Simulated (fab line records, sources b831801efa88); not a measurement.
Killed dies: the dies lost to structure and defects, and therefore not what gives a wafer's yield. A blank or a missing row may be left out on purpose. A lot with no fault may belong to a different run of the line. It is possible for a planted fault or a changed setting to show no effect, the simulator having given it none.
fab line records	flow gf180mcu
[record] lots = 24	wafers = 72	last_day = 34
route steps=602 shown M2@362 V2@387 M3@414 V3@432
lots untouched by any fault: they come from a run of this same line in which no faults occurred
start_h: hours from the record's opening day to when the first of the lot's shown wafers began	wait_h: hours since the lot's step before	" as in the row above	L1.1+2: a row that stands for several wafers	- no value present, or no start provided	* or withheld: withheld	< > ~ a bound
route shown NAME@n: a module of which the file shows steps, and the number in the route of the first	usual: mean/standard deviation of fault-free wafers	same: alike in all rows	chamber/n: place in a boat	sites: readings site by site	_std_site: how widely they spread, as a standard deviation	_edge_site: outer sites' mean less inner sites'	radius_mm: how far each site lies from the wafer's centre	mask NAME#n: copy n	behind: the most recent tool/chamber to have shaped the wafer	hold: cause of the lot's hold/its duration in hours/its outcome	device: the transistor (n, p or np) that didn't switch	end of line: at the end of the route, the tests of the same wafers	a step without rows: its recipe alone	killed: count of dies lost to structure and defects at first sort (not the wafer's yield)	map: a wafer's dies, marking killed ones x, the rest . and places with no die _
set.NAME: the setting as run; set.NAME@STEP: as run at that earlier step	model.NAME: the simulator's own value behind a step, which no gauge read
steps of the route over a sample of lots; a table a step, a row a wafer
services: when a tool's chamber went out of use (start_h, in hours from the record's first day, below 0 if earlier), for how many hours, and the reason
[[steps]]
[step GF_M2_SPUTTER_00]
[recipe] material = Ti	target_thk_nm = 37.5	arriving_ion_energy_ev = 80	substrate_temp_c = 200	chamber_pressure_pa = 2	power_w = 4000	time_s = 150
[usual] throttle_valve_pct = 30.3/1.2
lot.wafer	tool	chamber	start_h	wait_h	throttle_valve_pct
L074.2	pvd_sputter-03	-	418.75	0.2	30.5
L074.3	"	-	"	"	28.1
L074.4	"	-	"	"	29.1
L075.2	pvd_sputter-03	-	436.12	0.2	28.2
L075.5	"	-	"	"	31.0
L075.6	"	-	"	"	29.4
L076.1	pvd_sputter-01	-	438.25	0.1	29.4
L076.3	"	-	"	"	29.6
L076.6	"	-	"	"	31.8
L077.2	pvd_sputter-03	-	444.03	0.1	29.1
L077.3	"	-	"	"	28.1
L077.6	"	-	"	"	30.9
L078.1	pvd_sputter-01	-	454.49	0.1	28.3
L078.2	"	-	"	"	29.5
L078.3	"	-	"	"	29.3
L079.3	pvd_sputter-02	-	463.48	0.2	30.7
L079.4	"	-	"	"	31.9
L079.5	"	-	"	"	30.9
L080.1	pvd_sputter-01	-	479.51	0.1	29.4
L080.2	"	-	"	"	29.5
L080.6	"	-	"	"	29.6
L081.1	pvd_sputter-02	-	491.42	0.2	30.2
L081.3	"	-	"	"	30.8
L081.6	"	-	"	"	31.1
L082.1	pvd_sputter-02	-	493.97	0.2	30.2
L082.2	"	-	"	"	30.8
L082.3	"	-	"	"	31.1
L084.1	pvd_sputter-02	-	502.33	0.2	30.8
L084.2	"	-	"	"	30.2
L084.3	"	-	"	"	31.9
L083.1	pvd_sputter-03	-	502.34	0.2	29.4
L083.3	"	-	"	"	30.5
L083.5	"	-	"	"	29.1
L085.4	pvd_sputter-01	-	516.70	0.1	29.1
L085.5	"	-	"	"	29.2
L085.6	"	-	"	"	29.3
L086.1	pvd_sputter-02	-	520.77	0.2	30.6
L086.4	"	-	"	"	32.0
L086.5	"	-	"	"	31.9
L087.4	pvd_sputter-01	-	532.98	0.2	28.4
L087.5	"	-	"	"	29.5
L087.6	"	-	"	"	32.0
L088.1	pvd_sputter-01	-	538.35	0.2	29.3
L088.2	"	-	"	"	29.4
L088.5	"	-	"	"	28.1
L089.1	pvd_sputter-02	-	544.26	0.1	30.6
L089.5	"	-	"	"	32.0
L089.6	"	-	"	"	30.8
L090.2	pvd_sputter-02	-	555.21	0.1	30.7
L090.3	"	-	"	"	32.0
L090.4	"	-	"	"	30.5
L091.2	pvd_sputter-03	-	564.00	0.2	27.8
L091.3	"	-	"	"	29.0
L091.6	"	-	"	"	27.9
L092.1	pvd_sputter-02	-	572.12	0.2	30.4
L092.3	"	-	"	"	31.9
L092.4	"	-	"	"	30.7
L093.1	pvd_sputter-02	-	577.14	0.2	30.3
L093.3	"	-	"	"	30.8
L093.6	"	-	"	"	30.2
L094.1	pvd_sputter-03	-	582.16	0.1	28.1
L094.3	"	-	"	"	30.5
L094.6	"	-	"	"	29.0
L095.3	pvd_sputter-02	-	590.59	0.1	31.9
L095.4	"	-	"	"	31.0
L095.6	"	-	"	"	32.1
L096.2	pvd_sputter-01	-	595.86	0.1	29.6
L096.4	"	-	"	"	31.8
L096.6	"	-	"	"	29.3
L097.3	pvd_sputter-01	-	602.45	0.2	28.4
L097.5	"	-	"	"	31.8
L097.6	"	-	"	"	28.2
[step GF_V2_BOW_MEAS_05]
[recipe] mode = bow
[usual] V2_BOW = 100/8
lot.wafer	tool	chamber	start_h	wait_h	V2_BOW[um]
L074.2	film_metro-04	-	445.03	0.2	91
L074.3	"	-	"	"	101
L074.4	"	-	"	"	89
L075.2	film_metro-02	-	461.99	0.3	77
L075.5	"	-	"	"	98
L075.6	"	-	"	"	90
L076.1	film_metro-04	-	464.28	0.1	95
L076.3	"	-	"	"	95
L076.6	"	-	"	"	95
L077.2	film_metro-04	-	469.97	0.1	93
L077.3	"	-	"	"	97
L077.6	"	-	"	"	103
L078.1	film_metro-03	-	480.65	0.2	103
L078.2	"	-	"	"	110
L078.3	"	-	"	"	90
L079.3	film_metro-04	-	488.71	0.1	124
L079.4	"	-	"	"	117
L079.5	"	-	"	"	117
L080.1	film_metro-02	-	505.09	0.1	99
L080.2	"	-	"	"	93
L080.6	"	-	"	"	101
L081.1	film_metro-03	-	516.94	0.1	109
L081.3	"	-	"	"	105
L081.6	"	-	"	"	115
L082.1	film_metro-02	-	519.00	0.1	101
L082.2	"	-	"	"	104
L082.3	"	-	"	"	111
L084.1	film_metro-04	-	527.44	0.1	88
L084.2	"	-	"	"	112
L084.3	"	-	"	"	112
L083.1	film_metro-02	-	527.87	0.1	91
L083.3	"	-	"	"	88
L083.5	"	-	"	"	87
L085.4	film_metro-04	-	541.23	0.2	78
L085.5	"	-	"	"	91
L085.6	"	-	"	"	100
L086.1	film_metro-04	-	546.15	0.1	94
L086.4	"	-	"	"	101
L086.5	"	-	"	"	102
L087.4	film_metro-04	-	557.58	0.3	102
L087.5	"	-	"	"	91
L087.6	"	-	"	"	106
L088.1	film_metro-03	-	562.67	0.2	100
L088.2	"	-	"	"	105
L088.5	"	-	"	"	109
L089.1	film_metro-03	-	568.07	0.1	99
L089.5	"	-	"	"	97
L089.6	"	-	"	"	98
L090.2	film_metro-03	-	578.52	0.3	100
L090.3	"	-	"	"	99
L090.4	"	-	"	"	98
L091.2	film_metro-04	-	587.15	0.2	103
L091.3	"	-	"	"	99
L091.6	"	-	"	"	97
L092.1	film_metro-02	-	595.61	0.2	106
L092.3	"	-	"	"	101
L092.4	"	-	"	"	111
L093.1	film_metro-03	-	602.98	0.2	103
L093.3	"	-	"	"	98
L093.6	"	-	"	"	106
L094.1	film_metro-03	-	604.98	0.2	110
L094.3	"	-	"	"	124
L094.6	"	-	"	"	103
L095.3	film_metro-02	-	612.60	0.2	108
L095.4	"	-	"	"	107
L095.6	"	-	"	"	96
L096.2	film_metro-03	-	617.86	0.1	95
L096.4	"	-	"	"	92
L096.6	"	-	"	"	106
L097.3	film_metro-03	-	624.10	0.3	102
L097.5	"	-	"	"	97
L097.6	"	-	"	"	103
[step GF_V2_SPUTTER_21]
[recipe] material = Ti	target_thk_nm = 15	chamber_pressure_pa = 5	power_w = 2500	substrate_temp_c = 200	time_s = 80.02
[usual] throttle_valve_pct = 30.2/1.1
lot.wafer	tool	chamber	start_h	wait_h	throttle_valve_pct
L074.2	pvd_sputter-01	-	470.35	0.0	29.3
L074.3	"	-	"	"	29.2
L074.4	"	-	"	"	28.3
L075.2	pvd_sputter-04	-	486.66	0.0	30.9
L075.5	"	-	"	"	29.3
L075.6	"	-	"	"	30.3
L076.1	pvd_sputter-01	-	489.76	0.0	28.1
L076.3	"	-	"	"	29.2
L076.6	"	-	"	"	31.8
L077.2	pvd_sputter-01	-	494.96	0.0	28.1
L077.3	"	-	"	"	29.2
L077.6	"	-	"	"	29.4
L078.1	pvd_sputter-04	-	505.78	0.0	29.6
L078.2	"	-	"	"	30.1
L078.3	"	-	"	"	30.8
L079.3	pvd_sputter-02	-	512.78	0.0	31.0
L079.4	"	-	"	"	30.6
L079.5	"	-	"	"	31.9
L080.1	pvd_sputter-04	-	529.43	0.0	29.9
L080.2	"	-	"	"	29.4
L080.6	"	-	"	"	30.0
L081.1	pvd_sputter-04	-	540.55	0.0	30.3
L081.3	"	-	"	"	30.5
L081.6	"	-	"	"	30.6
L082.1	pvd_sputter-02	-	543.21	0.0	30.7
L082.2	"	-	"	"	31.8
L082.3	"	-	"	"	30.5
L084.1	pvd_sputter-02	-	551.52	0.0	31.2
L084.2	"	-	"	"	30.1
L084.3	"	-	"	"	32.2
L083.1	pvd_sputter-01	-	552.05	0.0	29.2
L083.3	"	-	"	"	28.1
L083.5	"	-	"	"	29.5
L085.4	pvd_sputter-04	-	564.04	0.0	30.2
L085.5	"	-	"	"	30.2
L085.6	"	-	"	"	30.4
L086.1	pvd_sputter-01	-	568.91	0.0	28.9
L086.4	"	-	"	"	28.2
L086.5	"	-	"	"	28.3
L087.4	pvd_sputter-02	-	579.53	0.0	31.8
L087.5	"	-	"	"	31.0
L087.6	"	-	"	"	30.3
L088.1	pvd_sputter-01	-	585.31	0.0	29.5
L088.2	"	-	"	"	29.1
L088.5	"	-	"	"	29.5
L089.1	pvd_sputter-01	-	590.84	0.0	29.2
L089.5	"	-	"	"	28.1
L089.6	"	-	"	"	32.0
L090.2	pvd_sputter-02	-	600.79	0.0	30.9
L090.3	"	-	"	"	30.8
L090.4	"	-	"	"	31.7
L091.2	pvd_sputter-01	-	608.64	0.0	31.6
L091.3	"	-	"	"	29.4
L091.6	"	-	"	"	29.0
L092.1	pvd_sputter-01	-	617.19	0.0	31.7
L092.3	"	-	"	"	29.5
L092.4	"	-	"	"	29.4
L093.1	pvd_sputter-02	-	624.42	0.0	32.4
L093.3	"	-	"	"	30.1
L093.6	"	-	"	"	31.1
L094.1	pvd_sputter-04	-	626.29	0.0	30.2
L094.3	"	-	"	"	29.4
L094.6	"	-	"	"	30.6
L095.3	pvd_sputter-01	-	633.55	0.0	29.6
L095.4	"	-	"	"	29.3
L095.6	"	-	"	"	32.0
L096.2	pvd_sputter-04	-	638.78	0.0	29.6
L096.4	"	-	"	"	30.3
L096.6	"	-	"	"	30.4
L097.3	pvd_sputter-02	-	644.90	0.0	31.0
L097.5	"	-	"	"	32.1
L097.6	"	-	"	"	31.1
[step GF_M3_RS_MEAS_05]
[recipe] thk_meas_gauge = four-point-probe	reads = TiN_of_M3_SPUTTER_04+Ti_of_M3_SPUTTER_03+AlCu_of_M3_SPUTTER_02+TiN_of_M3_SPUTTER_01+Ti_of_M3_SPUTTER_00
[usual] M3_ALCU_RS = 0.0689/0.00096
lot.wafer	tool	chamber	start_h	wait_h	M3_ALCU_RS[ohm/sq]
L074.2	film_metro-02	-	471.29	0.0	0.0707
L074.3	"	-	"	"	0.0695
L074.4	"	-	"	"	0.0717
L075.2	film_metro-01	-	487.60	0.0	0.0688
L075.5	"	-	"	"	0.0686
L075.6	"	-	"	"	0.0688
L076.1	film_metro-01	-	490.67	0.0	0.0687
L076.3	"	-	"	"	0.0697
L076.6	"	-	"	"	0.0707
L077.2	film_metro-02	-	495.89	0.0	0.0689
L077.3	"	-	"	"	0.0684
L077.6	"	-	"	"	0.0685
L078.1	film_metro-01	-	506.71	0.0	0.0700
L078.2	"	-	"	"	0.0689
L078.3	"	-	"	"	0.0682
L079.3	film_metro-03	-	513.73	0.1	0.0678
L079.4	"	-	"	"	0.0694
L079.5	"	-	"	"	0.0688
L080.1	film_metro-03	-	530.34	0.0	0.0697
L080.2	"	-	"	"	0.0675
L080.6	"	-	"	"	0.0674
L081.1	film_metro-01	-	541.46	0.0	0.0695
L081.3	"	-	"	"	0.0684
L081.6	"	-	"	"	0.0681
L082.1	film_metro-01	-	544.13	0.0	0.0688
L082.2	"	-	"	"	0.0685
L082.3	"	-	"	"	0.0695
L084.1	film_metro-02	-	552.43	0.0	0.0676
L084.2	"	-	"	"	0.0688
L084.3	"	-	"	"	0.0709
L083.1	film_metro-01	-	552.97	0.0	0.0679
L083.3	"	-	"	"	0.0675
L083.5	"	-	"	"	0.0678
L085.4	film_metro-03	-	565.02	0.1	0.0705
L085.5	"	-	"	"	0.0682
L085.6	"	-	"	"	0.0689
L086.1	film_metro-02	-	569.82	0.0	0.0680
L086.4	"	-	"	"	0.0707
L086.5	"	-	"	"	0.0687
L087.4	film_metro-02	-	580.47	0.1	0.0682
L087.5	"	-	"	"	0.0698
L087.6	"	-	"	"	0.0693
L088.1	film_metro-01	-	586.23	0.0	0.0671
L088.2	"	-	"	"	0.0669
L088.5	"	-	"	"	0.0670
L089.1	film_metro-02	-	591.76	0.0	0.0702
L089.5	"	-	"	"	0.0706
L089.6	"	-	"	"	0.0689
L090.2	film_metro-03	-	601.75	0.0	0.0693
L090.3	"	-	"	"	0.0682
L090.4	"	-	"	"	0.0684
L091.2	film_metro-01	-	609.58	0.0	0.0683
L091.3	"	-	"	"	0.0692
L091.6	"	-	"	"	0.0685
L092.1	film_metro-02	-	618.11	0.0	0.0694
L092.3	"	-	"	"	0.0714
L092.4	"	-	"	"	0.0694
L093.1	film_metro-03	-	625.33	0.0	0.0686
L093.3	"	-	"	"	0.0679
L093.6	"	-	"	"	0.0690
L094.1	film_metro-01	-	627.21	0.0	0.0687
L094.3	"	-	"	"	0.0686
L094.6	"	-	"	"	0.0689
L095.3	film_metro-02	-	634.66	0.1	0.0692
L095.4	"	-	"	"	0.0693
L095.6	"	-	"	"	0.0706
L096.2	film_metro-02	-	639.71	0.0	0.0693
L096.4	"	-	"	"	0.0684
L096.6	"	-	"	"	0.0688
L097.3	film_metro-03	-	645.86	0.1	0.0694
L097.5	"	-	"	"	0.0686
L097.6	"	-	"	"	0.0688
[step GF_M3_CD_MEAS_14]
[recipe] target_cd_nm = 280
[usual] cd_nm = 280.1/1.1
lot.wafer	tool	chamber	start_h	wait_h	cd_nm
L074.2	cd_sem-01	-	495.58	0.1	280.2
L074.3	"	-	"	"	280.6
L074.4	"	-	"	"	281.7
L075.2	cd_sem-02	-	511.40	0.1	279.3
L075.5	"	-	"	"	279.1
L075.6	"	-	"	"	278.3
L076.1	cd_sem-02	-	513.63	0.1	279.5
L076.3	"	-	"	"	279.9
L076.6	"	-	"	"	279.3
L077.2	cd_sem-01	-	519.48	0.1	279.8
L077.3	"	-	"	"	279.6
L077.6	"	-	"	"	280.0
L078.1	cd_sem-02	-	530.36	0.1	281.3
L078.2	"	-	"	"	282.0
L078.3	"	-	"	"	280.4
L079.3	cd_sem-02	-	537.30	0.1	279.4
L079.4	"	-	"	"	280.0
L079.5	"	-	"	"	280.0
L080.1	cd_sem-02	-	553.28	0.1	278.2
L080.2	"	-	"	"	277.4
L080.6	"	-	"	"	278.5
L081.1	cd_sem-02	-	563.48	0.1	279.5
L081.3	"	-	"	"	280.4
L081.6	"	-	"	"	281.3
L082.1	cd_sem-01	-	566.06	0.1	280.8
L082.2	"	-	"	"	280.2
L082.3	"	-	"	"	281.1
L084.1	cd_sem-01	-	574.16	0.1	280.5
L084.2	"	-	"	"	279.8
L084.3	"	-	"	"	280.5
L083.1	cd_sem-01	-	574.68	0.1	281.7
L083.3	"	-	"	"	281.5
L083.5	"	-	"	"	280.4
L085.4	cd_sem-02	-	586.94	0.1	282.1
L085.5	"	-	"	"	281.3
L085.6	"	-	"	"	281.4
L086.1	cd_sem-02	-	591.21	0.1	279.2
L086.4	"	-	"	"	279.2
L086.5	"	-	"	"	279.0
L087.4	cd_sem-02	-	601.37	0.1	281.3
L087.5	"	-	"	"	280.5
L087.6	"	-	"	"	280.3
L088.1	cd_sem-01	-	607.16	0.1	279.3
L088.2	"	-	"	"	279.5
L088.5	"	-	"	"	279.1
L089.1	cd_sem-01	-	612.51	0.1	280.8
L089.5	"	-	"	"	280.5
L089.6	"	-	"	"	280.2
L090.2	cd_sem-01	-	622.33	0.1	279.5
L090.3	"	-	"	"	280.0
L090.4	"	-	"	"	280.1
L091.2	cd_sem-01	-	629.73	0.1	279.5
L091.3	"	-	"	"	279.5
L091.6	"	-	"	"	280.2
L092.1	cd_sem-02	-	638.43	0.1	278.9
L092.3	"	-	"	"	278.7
L092.4	"	-	"	"	278.4
L093.1	cd_sem-01	-	645.31	0.1	280.7
L093.3	"	-	"	"	279.8
L093.6	"	-	"	"	279.8
L094.1	cd_sem-01	-	647.61	0.1	282.0
L094.3	"	-	"	"	281.4
L094.6	"	-	"	"	280.7
L095.3	cd_sem-02	-	653.82	0.1	280.9
L095.4	"	-	"	"	280.2
L095.6	"	-	"	"	280.1
L096.2	cd_sem-01	-	659.23	0.1	279.1
L096.4	"	-	"	"	279.3
L096.6	"	-	"	"	279.8
L097.3	cd_sem-01	-	665.40	0.1	280.6
L097.5	"	-	"	"	281.0
L097.6	"	-	"	"	281.4
[step GF_V3_THK_MEAS_03]
[recipe] reads = SiO2_of_V3_CVD_02
[usual] V3_CVD_02_THK = 853/12
lot.wafer	tool	chamber	start_h	wait_h	V3_CVD_02_THK[nm]
L074.2	film_metro-02	-	496.63	0.0	825
L074.3	"	-	"	"	817
L074.4	"	-	"	"	841
L075.2	film_metro-02	-	512.39	0.0	856
L075.5	"	-	"	"	880
L075.6	"	-	"	"	866
L076.1	film_metro-04	-	514.63	0.0	833
L076.3	"	-	"	"	862
L076.6	"	-	"	"	866
L077.2	film_metro-04	-	520.48	0.0	849
L077.3	"	-	"	"	835
L077.6	"	-	"	"	841
L078.1	film_metro-04	-	531.36	0.0	846
L078.2	"	-	"	"	850
L078.3	"	-	"	"	844
L079.3	film_metro-01	-	538.28	0.1	855
L079.4	"	-	"	"	885
L079.5	"	-	"	"	865
L080.1	film_metro-04	-	554.40	0.0	862
L080.2	"	-	"	"	849
L080.6	"	-	"	"	863
L081.1	film_metro-04	-	564.57	0.0	862
L081.3	"	-	"	"	844
L081.6	"	-	"	"	865
L082.1	film_metro-04	-	567.41	0.0	845
L082.2	"	-	"	"	837
L082.3	"	-	"	"	841
L084.1	film_metro-02	-	575.16	0.0	839
L084.2	"	-	"	"	823
L084.3	"	-	"	"	849
L083.1	film_metro-02	-	575.68	0.0	841
L083.3	"	-	"	"	834
L083.5	"	-	"	"	851
L085.4	film_metro-02	-	587.94	0.0	847
L085.5	"	-	"	"	874
L085.6	"	-	"	"	842
L086.1	film_metro-04	-	592.22	0.0	855
L086.4	"	-	"	"	857
L086.5	"	-	"	"	842
L087.4	film_metro-02	-	602.34	0.0	845
L087.5	"	-	"	"	865
L087.6	"	-	"	"	879
L088.1	film_metro-01	-	608.16	0.0	838
L088.2	"	-	"	"	852
L088.5	"	-	"	"	844
L089.1	film_metro-02	-	613.51	0.0	843
L089.5	"	-	"	"	854
L089.6	"	-	"	"	847
L090.2	film_metro-04	-	623.33	0.0	853
L090.3	"	-	"	"	834
L090.4	"	-	"	"	869
L091.2	film_metro-04	-	630.76	0.1	849
L091.3	"	-	"	"	859
L091.6	"	-	"	"	865
L092.1	film_metro-02	-	639.43	0.0	840
L092.3	"	-	"	"	837
L092.4	"	-	"	"	857
L093.1	film_metro-01	-	646.31	0.0	852
L093.3	"	-	"	"	847
L093.6	"	-	"	"	875
L094.1	film_metro-01	-	648.61	0.0	847
L094.3	"	-	"	"	863
L094.6	"	-	"	"	865
L095.3	film_metro-01	-	654.80	0.1	856
L095.4	"	-	"	"	862
L095.6	"	-	"	"	865
L096.2	film_metro-04	-	660.22	0.0	855
L096.4	"	-	"	"	854
L096.6	"	-	"	"	856
L097.3	film_metro-01	-	666.49	0.1	820
L097.5	"	-	"	"	859
L097.6	"	-	"	"	838
[[services]]
tool	chamber	start_h	hours	kind
pvd_sputter-03	-	395.37	3.4	repair
pvd_sputter-02	-	396.06	0.7	repair
pvd_sputter-02	-	400.19	3.3	repair
pvd_sputter-04	-	416.22	3.1	repair
pvd_sputter-01	-	439.97	5.4	repair
pvd_sputter-02	-	440.63	1.4	repair
pvd_sputter-03	-	449.18	5.0	repair
pvd_sputter-02	-	460.00	1.4	repair
pvd_sputter-04	2	490.67	-	consumable_replace:kit
pvd_sputter-04	2	490.67	18.0	scheduled_down
pvd_sputter-04	2	490.67	18.0	vent_cycle
pvd_sputter-03	-	503.42	1.4	repair
pvd_sputter-04	-	566.78	3.0	repair
pvd_sputter-04	-	570.02	13.8	repair
pvd_sputter-02	3	573.52	-	consumable_replace:kit
pvd_sputter-02	3	573.52	18.0	scheduled_down
pvd_sputter-02	3	573.52	18.0	vent_cycle
pvd_sputter-04	-	588.17	3.0	repair
pvd_sputter-04	-	606.44	3.1	repair
pvd_sputter-02	-	608.21	1.5	repair
pvd_sputter-04	-	630.15	7.7	repair
pvd_sputter-01	2	635.70	-	consumable_replace:kit
pvd_sputter-01	2	635.70	18.0	scheduled_down
pvd_sputter-01	2	635.70	18.0	vent_cycle
[[key]]
fault none
